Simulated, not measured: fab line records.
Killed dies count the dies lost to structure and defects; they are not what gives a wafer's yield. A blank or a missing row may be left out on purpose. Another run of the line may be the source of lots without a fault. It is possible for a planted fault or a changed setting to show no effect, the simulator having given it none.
Which tool was responsible? -- flow sky130 -- Sampling: 12 lots, 36 wafers, 3 of 708 route steps

== WHAT THE GAUGES SHOWED, per wafer ==
SKY_VIA2_THK_MEAS_23: measures by xrf. Usual: VIA2_W_THK typically reads 406 nm, with standard deviation 9.3.
lot,measured,on,VIA2_W_THK (nm),flag
L620,day 36 10:50,film_metro-02,408 403 406,
L621,day 36 20:31,film_metro-04,427 420 424,
L623,day 37 09:32,film_metro-04,397 400 405,
L624,day 37 10:05,film_metro-04,399 400 401,
L625,day 37 18:43,film_metro-04,393 394 399,
L626,day 38 04:37,film_metro-01,419 416 416,
L627,day 38 09:16,film_metro-01,425 420 415,
L631,day 39 18:05,film_metro-04,393 396,
L635,day 41 11:13,film_metro-01,408 403 410,
L638,day 42 12:17,film_metro-02,405 403 397,
L642,day 42 16:56,film_metro-04,399 401 397,
L643,day 42 21:15,film_metro-01,408 402 409,

SKY_VIA3_CD_MEAS_12: the cd target is 200 nm. Usual: cd_nm at 199.9 nm, with a standard deviation of 1.7.
lot,measured,on,cd_nm (nm),flag
L620,day 39 19:39,cd_sem-01,201.8 203.7 203.2,
L621,day 40 04:16,cd_sem-01,201.1 200.0 201.1,
L623,day 40 15:55,cd_sem-02,201.4 199.5 201.0,
L624,day 40 16:59,cd_sem-02,201.8 202.5 202.2,
L625,day 41 01:15,cd_sem-02,201.5 202.6 202.8,
L626,day 41 13:40,cd_sem-02,197.8 197.3 197.6,
L627,day 41 14:53,cd_sem-02,202.4 202.8 202.0,
L631,day 42 19:23,cd_sem-02,200.8 199.6,
L635,day 44 10:45,cd_sem-01,200.1 200.0 199.5,
L638,day 45 09:43,cd_sem-01,197.5 196.2 197.8,
L642,day 45 14:32,cd_sem-01,200.1 199.4 199.0,
L643,day 45 18:25,cd_sem-02,198.8 199.4 199.8,

== WHICH TOOL RAN EACH LOT (tool, then ch and the chambers of the sampled wafers, then the start) ==
lot,SKY_POLY_CUT_ETCH_11
L620,"rie_diel-01 ch 1,3, day 24 09:52"
L621,"rie_diel-01 ch 1,3, day 24 21:40"
L623,"rie_diel-01 ch 0,1,3, day 25 14:22"
L624,"rie_diel-02 ch 1,3, day 25 15:43"
L625,"rie_diel-02 ch 0,1,2, day 26 00:07"
L626,"rie_diel-01 ch 0,2,3, day 26 09:43"
L627,"rie_diel-02 ch 0,1,2, day 26 15:49"
L631,"rie_diel-02 ch 1,3, day 28 02:10"
L635,"rie_diel-01 ch 1,2,3, day 29 23:04"
L638,"rie_diel-04 ch 1,2,3, day 31 04:55"
L642,"rie_diel-01 ch 0,1,3, day 31 11:40"
L643,"rie_diel-02 ch 0,1,2, day 31 17:53"
- SKY_POLY_CUT_ETCH_11: etches Si3N4 in CF4/CH2F2/Ar, stops on poly-Si, time 42.5 s, target depth 60 nm.

== AS READ BY THE TOOLS THEMSELVES (means over the sampled wafers that have a number; for cases with no such wafer, the mark the record gives instead) ==
SKY_POLY_CUT_ETCH_11. Usual: bias_w 150.0 W, standard deviation 0.43; drypump_motor_current_A 5.5 A, standard deviation 0.54; oes_product_au 0.829 a.u., standard deviation 0.006; throttle_valve_pct 14.995 %, standard deviation 0.0086.
lot,tool,bias_w (W),drypump_motor_current_A (A),oes_product_au (a.u.),throttle_valve_pct (%),flag
L620,rie_diel-01,149.9,5.8,0.828,14.994,
L621,rie_diel-01,149.9,5.8,0.825,15.001,
L623,rie_diel-01,149.8,5.7,0.832,14.991,
L624,rie_diel-02,150.4,5.1,0.828,14.994,
L625,rie_diel-02,150.4,5.3,0.829,14.991,
L626,rie_diel-01,150.0,5.6,0.837,14.998,
L627,rie_diel-02,150.1,5.3,0.831,14.992,
L631,rie_diel-02,149.5,5.1,0.832,15.003,
L635,rie_diel-01,150.2,5.5,0.827,15.000,
L638,rie_diel-04,149.9,6.3,0.824,14.997,
L642,rie_diel-01,150.2,5.7,0.834,14.991,
L643,rie_diel-02,150.2,5.3,0.832,15.003,

== THE ANSWER, worked out from the rows above alone ==
Rule: a lot counts as off when the mean over its wafers that have a number is more than 3 standard deviations away from the usual mean. Also off: a lot with no number at a reading for which 4 or more lots have one. Where the step has rows for the other lots, those lots are counted as sound. After the gauges, taken in route order, come the tools' own readings; for these a lot's mean is taken, as printed above. The first step at which some lot is off is used, and at that step the reading that is off furthest; a lot without a number counts as furthest.
No lot is off at any reading shown: from this, nothing can be told.

== WHAT THE SIMULATOR HAD PUT IN ==
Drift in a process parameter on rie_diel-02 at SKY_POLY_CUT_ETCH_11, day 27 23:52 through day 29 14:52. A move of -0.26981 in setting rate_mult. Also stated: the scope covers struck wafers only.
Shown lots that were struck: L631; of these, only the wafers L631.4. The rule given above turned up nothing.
